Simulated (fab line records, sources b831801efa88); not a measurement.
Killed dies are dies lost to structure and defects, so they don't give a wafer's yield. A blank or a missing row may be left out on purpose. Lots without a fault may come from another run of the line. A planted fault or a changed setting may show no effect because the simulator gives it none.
One fault seen from 2 desks | flow sfq_line | each desk has only its own numbers; what lay behind them comes last

THE METROLOGY DESK
What the gauges read, lot by lot, whatever tool the lot ran on: means of the sampled wafers that have a number. A lot is out of limits, marked OUT, if its mean lies more than 4 standard deviations from the usual mean; the brackets give that distance.
Columns: A = INCOMING_BOW at SFQ_INCOMING_BOW_MEAS_900, usual 1 um; B = L0_MONX_KI_RS at SFQ_L0_RS_MEAS_901, usual 43.5 ohm/sq; C = L0_MONX_KI_THK at SFQ_L0_THK_MEAS_902, usual 39.6 nm
lot  | first seen here | A  | B    | C
L442 | day 1 10:01     | 0  | 44.0 | 39.3
L445 | day 2 01:00     | 4  | 43.2 | 40.0
L447 | day 2 11:02     | -5 | 43.7 | 39.4
L452 | day 3 12:00     | 0  | 43.7 | 39.3
L453 | day 3 17:00     | -0 | 43.0 | 39.9
L454 | day 3 22:01     | -1 | 43.5 | 39.5
L457 | day 4 13:00     | -0 | 43.6 | 39.2
This desk's finding: nothing out of limits on any of the 7 lots.

THE TOOL OWNER'S DESK: rie_metal-04
The tool's own readings at SFQ_TRILAYER_L0_BARC_OPEN_METAL_ETCH_010 (etches BARC in O2, target depth 125 nm, time 41.7 s): means of the sampled wafers that have a number, for each lot that ran on this tool. A lot is out of limits, marked OUT, if its mean lies more than 4 standard deviations from the usual mean; the brackets give that distance.
Columns: A = bias_w at SFQ_TRILAYER_L0_BARC_OPEN_METAL_ETCH_010, usual 80.00 W; B = drypump_motor_current_A at SFQ_TRILAYER_L0_BARC_OPEN_METAL_ETCH_010, usual 6.0 A; C = oes_product_au at SFQ_TRILAYER_L0_BARC_OPEN_METAL_ETCH_010, usual 0.685 a.u.; D = run_length_s at SFQ_TRILAYER_L0_BARC_OPEN_METAL_ETCH_010, usual 69.78 s
lot  | first seen here | A     | B   | C                | D
L452 | day 6 16:28     | 80.16 | 5.6 | 0.684            | 69.47
L453 | day 6 20:04     | 80.30 | 5.2 | 0.723 (+9.1) OUT | 66.77 (-10) OUT
L454 | day 7 02:04     | 80.20 | 6.0 | 0.711 (+6.4) OUT | 67.83 (-6.5) OUT
L457 | day 7 20:32     | 79.80 | 5.5 | 0.709 (+5.9) OUT | 67.77 (-6.7) OUT
This desk's finding: out of limits on L453, L454, L457; first on L453, day 6 20:04 (oes_product_au at SFQ_TRILAYER_L0_BARC_OPEN_METAL_ETCH_010). In limits: L452.

PUT TOGETHER
The tool owner's desk could have raised an alarm at day 6 20:04, on L453, L454, L457.
The metrology desk saw nothing out of limits.
The metrology desk has L453, L454, L457 on record, within its limits.
Of the lots named, all ran SFQ_TRILAYER_L0_BARC_OPEN_METAL_ETCH_010 on rie_metal-04.

WHAT THE SIMULATOR HAD PUT IN
Process parameter drift: rie_metal-04, from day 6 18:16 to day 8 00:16, at SFQ_TRILAYER_L0_BARC_OPEN_METAL_ETCH_010. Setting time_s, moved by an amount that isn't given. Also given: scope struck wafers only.
Lots struck among those shown: L453, L454, L457.
Hours from the fault's start to each desk's first reading out of limits: the tool owner's desk, 2.
